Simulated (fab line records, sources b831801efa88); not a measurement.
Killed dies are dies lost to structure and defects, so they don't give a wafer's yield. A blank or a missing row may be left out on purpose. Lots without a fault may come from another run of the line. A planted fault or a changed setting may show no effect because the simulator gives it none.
fab line records | flow sky130
record lots=13 wafers=39 last_day=51
route steps=708 shown NWELL@77 METAL1@435 VIA1@470
lots that met no fault: from a run of the same line without faults
start_h: hours from the record's first day to the start of the lot's first wafer shown | wait_h: hours since the lot's step before | " the same as in the row above | L1.1+2: a row that stands for several wafers | - no value, or no start given | * or withheld: withheld | < > ~ a bound
route shown NAME@n: a module of which the file shows steps, and the number in the route of the first | usual: mean/standard deviation of fault-free wafers | same: alike in all rows | chamber/n: place in a boat | sites: the reading at each site | _std_site: their standard deviation | _edge_site: outer sites' mean less inner sites' | radius_mm: how far each site lies from the wafer's centre | mask NAME#n: copy n | behind: the tool/chamber that last shaped the wafer | hold: why the lot was held/for how many hours/how that ended | device: the transistor (n, p or np) that didn't switch | end of line: the same wafers' tests at the end of the route | a step without rows: its recipe alone | killed: dies lost to structure and defects at the first sort, not the wafer's yield | map: a wafer's dies, x killed, . not, _ none there
set.NAME: the setting as run; set.NAME@STEP: as run at that earlier step | model.NAME: the simulator's own value behind a step, which no gauge read
steps of the route over a sample of lots; a table a step, a row a wafer
services: from which hour (start_h, from the record's first day; less than 0 if before it) a tool's chamber was out of use, for how many hours, and why
## steps
# step SKY_NWELL_IMPLANT_24
# recipe species=B energy_kev=140 dose_cm2=9.2e+12 tilt_deg=withheld
# usual beam_on_s=10.00/0.18 faraday_current_uA=51.9/0.92
# columns lot.wafer tool chamber start_h wait_h beam_on_s faraday_current_uA
L768.3 implanter-02 0 120.20 0.1 9.91 52.2
L768.5 " 0 " " 10.01 51.8
L768.6 " 0 " " 10.04 52.0
L769.1 implanter-03 0 124.28 0.0 10.01 51.9
L769.3 " 0 " " 10.08 51.3
L769.5 " 0 " " 10.26 50.5
L772.2 implanter-03 0 139.60 0.0 10.09 51.3
L772.5 " 0 " " 9.85 52.9
L772.6 " 0 " " 9.92 52.1
L773.2 implanter-04 0 145.63 0.0 9.89 52.7
L773.4 " 0 " " 9.78 53.0
L773.5 " 0 " " 10.33 50.1
L774.4 implanter-02 0 154.28 0.1 9.66 53.7
L774.5 " 0 " " 9.88 52.6
L774.6 " 0 " " 10.03 51.6
L776.1 implanter-02 0 164.85 0.0 10.34 49.9
L776.5 " 0 " " 10.01 51.8
L776.6 " 0 " " 9.79 52.8
L777.1 implanter-02 0 170.85 0.0 8.54 60.8
L777.3 " 0 " " 8.28 62.6
L777.4 " 0 " " 8.35 62.3
L778.1 implanter-03 0 176.30 0.0 9.74 53.3
L778.3 " 0 " " 10.24 50.6
L778.4 " 0 " " 10.11 51.2
L780.2 implanter-02 0 187.00 0.0 8.29 62.6
L780.4 " 0 " " 7.98 64.5
L780.5 " 0 " " 8.41 61.6
L781.2 implanter-02 0 193.55 0.0 8.33 62.3
L781.4 " 0 " " 8.22 63.3
L781.6 " 0 " " 8.41 61.7
L787.3 implanter-04 0 229.60 0.1 9.93 51.9
L787.5 " 0 " " 9.97 51.9
L787.6 " 0 " " 10.20 50.9
L788.1 implanter-04 0 243.00 0.0 10.15 51.2
L788.4 " 0 " " 10.25 50.6
L788.5 " 0 " " 9.80 52.8
L789.2 implanter-03 0 243.93 0.0 10.09 51.6
L789.4 " 0 " " 9.87 52.6
L789.5 " 0 " " 10.18 51.3
# step SKY_NWELL_TW_MEAS_26
# usual NWELL_2_TW=497/6.4
# columns lot.wafer tool chamber start_h wait_h NWELL_2_TW
L768.3 film_metro-02 - 120.42 0.1 507
L768.5 " - " " 507
L768.6 " - " " 508
L769.1 film_metro-01 - 124.53 0.1 492
L769.3 " - " " 494
L769.5 " - " " 494
L772.2 film_metro-03 - 139.84 0.1 490
L772.5 " - " " 488
L772.6 " - " " 491
L773.2 film_metro-01 - 145.86 0.1 489
L773.4 " - " " 488
L773.5 " - " " 490
L774.4 film_metro-02 - 154.48 0.1 504
L774.5 " - " " 503
L774.6 " - " " 501
L776.1 film_metro-02 - 165.10 0.1 503
L776.5 " - " " 503
L776.6 " - " " 505
L777.1 film_metro-03 - 171.11 0.1 464
L777.3 " - " " 464
L777.4 " - " " 466
L778.1 film_metro-02 - 176.55 0.1 500
L778.3 " - " " 499
L778.4 " - " " 499
L780.2 film_metro-03 - 187.24 0.1 467
L780.4 " - " " 467
L780.5 " - " " 465
L781.2 film_metro-01 - 193.79 0.1 465
L781.4 " - " " 464
L781.6 " - " " 464
L787.3 film_metro-03 - 229.82 0.1 495
L787.5 " - " " 495
L787.6 " - " " 492
L788.1 film_metro-03 - 243.25 0.1 494
L788.4 " - " " 491
L788.5 " - " " 492
L789.2 film_metro-02 - 244.16 0.1 510
L789.4 " - " " 509
L789.5 " - " " 510
# step SKY_METAL1_SPUTTER_01
# recipe material=TiN target_thk_nm=20 power_w=6500 time_s=16.7 chamber_pressure_pa=0.4
# usual chamber_pressure_pa=0.4000/0.00082 throttle_valve_pct=30.0/0.74
# columns lot.wafer tool chamber start_h wait_h chamber_pressure_pa throttle_valve_pct
L768.3 pvd_sputter-03 - 770.87 0.0 0.3996 29.8
L768.5 " - " " 0.4011 30.9
L768.6 " - " " 0.3988 29.9
L769.1 pvd_sputter-04 - 775.17 0.0 0.3999 30.8
L769.3 " - " " 0.4011 29.2
L769.5 " - " " 0.4007 30.7
L772.2 pvd_sputter-04 - 801.47 0.0 0.3990 28.4
L772.5 " - " " 0.4007 30.3
L772.6 " - " " 0.4005 29.2
L773.2 pvd_sputter-02 - 805.47 0.0 0.4007 30.3
L773.4 " - " " 0.4001 29.9
L773.5 " - " " 0.3998 30.3
L774.4 pvd_sputter-02 - 826.57 0.0 0.4004 31.0
L774.5 " - " " 0.4000 29.8
L774.6 " - " " 0.3997 30.0
L776.1 pvd_sputter-02 - 832.56 0.0 0.4005 31.0
L776.5 " - " " 0.3998 31.0
L776.6 " - " " 0.4003 30.3
L777.1 pvd_sputter-03 - 838.77 0.0 0.3999 29.5
L777.3 " - " " 0.4019 30.8
L777.4 " - " " 0.4002 30.0
L778.1 pvd_sputter-03 - 855.17 0.0 0.3994 29.8
L778.3 " - " " 0.3992 30.4
L778.4 " - " " 0.4011 30.7
L780.2 pvd_sputter-04 - 864.02 0.0 0.4009 28.6
L780.4 " - " " 0.4002 31.0
L780.5 " - " " 0.4008 31.0
L781.2 pvd_sputter-03 - 864.38 0.0 0.3999 29.8
L781.4 " - " " 0.4000 31.1
L781.6 " - " " 0.4000 29.9
L787.3 pvd_sputter-04 - 910.16 0.0 0.3994 31.0
L787.5 " - " " 0.3994 30.7
L787.6 " - " " 0.3993 30.4
L788.1 pvd_sputter-04 - 924.65 0.0 0.3995 30.9
L788.4 " - " " 0.4009 29.1
L788.5 " - " " 0.3992 30.4
L789.2 pvd_sputter-03 - 925.51 0.0 0.4003 30.9
L789.4 " - " " 0.4000 30.2
L789.5 " - " " 0.3977 29.7
# step SKY_VIA1_CD_MEAS_12
# recipe target_cd_nm=150
# usual cd_nm=150.2/1.6
# columns lot.wafer tool chamber start_h wait_h cd_nm
L768.3 cd_sem-01 - 827.41 - 150.7
L768.5 " - " " 150.5
L768.6 " - " " 150.2
L769.1 cd_sem-02 - 831.81 - 150.7
L769.3 " - " " 151.4
L769.5 " - " " 150.6
L772.2 cd_sem-02 - 857.16 - 149.8
L772.5 " - " " 152.0
L772.6 " - " " 152.7
L773.2 cd_sem-01 - 860.96 - 148.7
L773.4 " - " " 148.5
L773.5 " - " " 149.8
L774.4 cd_sem-01 - 881.85 - 148.4
L774.5 " - " " 148.8
L774.6 " - " " 148.9
L776.1 cd_sem-01 - 887.04 - 148.5
L776.5 " - " " 147.2
L776.6 " - " " 146.2
L777.1 cd_sem-02 - 892.92 - 151.0
L777.3 " - " " 149.5
L777.4 " - " " 149.9
L778.1 cd_sem-02 - 909.62 - 152.6
L778.3 " - " " 152.0
L778.4 " - " " 151.1
L780.2 cd_sem-01 - 918.03 - 153.4
L780.4 " - " " 153.5
L780.5 " - " " 151.8
L781.2 cd_sem-02 - 919.18 - 153.6
L781.4 " - " " 152.7
L781.6 " - " " 151.5
L787.3 cd_sem-01 - 962.06 - 149.6
L787.5 " - " " 149.9
L787.6 " - " " 147.9
L788.1 cd_sem-01 - 975.22 - 148.5
L788.4 " - " " 148.3
L788.5 " - " " 148.0
L789.2 cd_sem-02 - 976.66 - 149.4
L789.4 " - " " 150.0
L789.5 " - " " 149.8
# step SKY_VIA1_OVL_MEAS_13
# usual VIA1_OVL=3/5.4
# columns lot.wafer tool chamber start_h wait_h VIA1_OVL[nm]
L768.3 overlay-02 - 827.50 0.1 -4
L768.5 " - " " 0
L768.6 " - " " -5
L769.1 overlay-02 - 831.93 0.1 2
L769.3 " - " " -3
L769.5 " - " " 5
L772.2 overlay-02 - 857.27 0.1 4
L772.5 " - " " 0
L772.6 " - " " 3
L773.2 overlay-01 - 861.07 0.1 1
L773.4 " - " " 7
L773.5 " - " " 5
L774.4 overlay-01 - 881.93 0.1 -8
L774.5 " - " " -3
L774.6 " - " " -14
L776.1 overlay-01 - 887.16 0.1 3
L776.5 " - " " 9
L776.6 " - " " 5
L777.1 overlay-02 - 893.04 0.1 7
L777.3 " - " " 8
L777.4 " - " " 10
L778.1 overlay-01 - 909.74 0.1 9
L778.3 " - " " 2
L778.4 " - " " -4
L780.2 overlay-02 - 918.14 0.1 11
L780.4 " - " " 5
L780.5 " - " " 1
L781.2 overlay-01 - 919.29 0.1 3
L781.4 " - " " 5
L781.6 " - " " 2
L787.3 overlay-02 - 962.15 0.1 9
L787.5 " - " " 4
L787.6 " - " " 12
L788.1 overlay-02 - 975.34 0.1 3
L788.4 " - " " -2
L788.5 " - " " -1
L789.2 overlay-01 - 976.77 0.1 2
L789.4 " - " " 2
L789.5 " - " " -1
## services
# columns tool chamber start_h hours kind
pvd_sputter-04 - 122.04 2.0 repair
implanter-02 - 127.88 3.1 repair
pvd_sputter-03 - 169.84 2.2 repair
pvd_sputter-03 - 179.00 11.4 repair
pvd_sputter-03 - 197.16 3.2 repair
pvd_sputter-04 - 252.49 2.0 repair
pvd_sputter-03 - 298.07 3.4 repair
implanter-02 - 305.00 3.7 pm
implanter-02 - 362.09 16.7 pm
pvd_sputter-04 - 377.10 1.8 repair
implanter-02 - 384.30 4.2 repair
implanter-02 - 391.61 23.1 pm
pvd_sputter-04 - 463.09 5.4 repair
pvd_sputter-04 - 476.98 1.3 repair
pvd_sputter-03 - 509.99 5.4 repair
pvd_sputter-04 - 557.63 2.1 repair
pvd_sputter-03 - 569.77 5.0 repair
pvd_sputter-04 - 647.50 1.8 repair
implanter-02 - 655.83 6.2 repair
implanter-02 - 699.00 4.0 repair
pvd_sputter-03 - 739.10 17.8 repair
implanter-02 - 794.00 2.5 pm
pvd_sputter-04 - 805.07 0.9 repair
implanter-02 - 912.17 1.2 repair
## key
first_sign step=SKY_NWELL_IMPLANT_24 reading=faraday_current_uA direction=up sigmas=12 usual=51.9 struck=62.4
effect step=SKY_NWELL_IMPLANT_24 reading=beam_on_s direction=down sigmas=9.3 usual=10.00 struck=8.31
effect step=SKY_NWELL_TW_MEAS_26 reading=NWELL_2_TW direction=down sigmas=4.9 usual=497 struck=465
met_at SKY_NWELL_IMPLANT_24
struck_lots L777,L780,L781
tester_left_out L777,L780,L781
not_acting_at SKY_METAL1_SPUTTER_01,SKY_VIA1_CD_MEAS_12,SKY_VIA1_OVL_MEAS_13
onset_between 164.85 170.85
fault kind=process_parameter_drift tool=implanter-02 chamber=- onset_h=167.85 steps=SKY_NWELL_IMPLANT_24 channel=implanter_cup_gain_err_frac offset=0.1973 shape=step end_h=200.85
# tester_left_out: of these lots the tester's yield and bins aren't shown, on N5 and GAA mostly nor the transistor test; their killed dies are dies lost to structure and defects alone, not to doping, threshold or leakage, so they don't give the yield
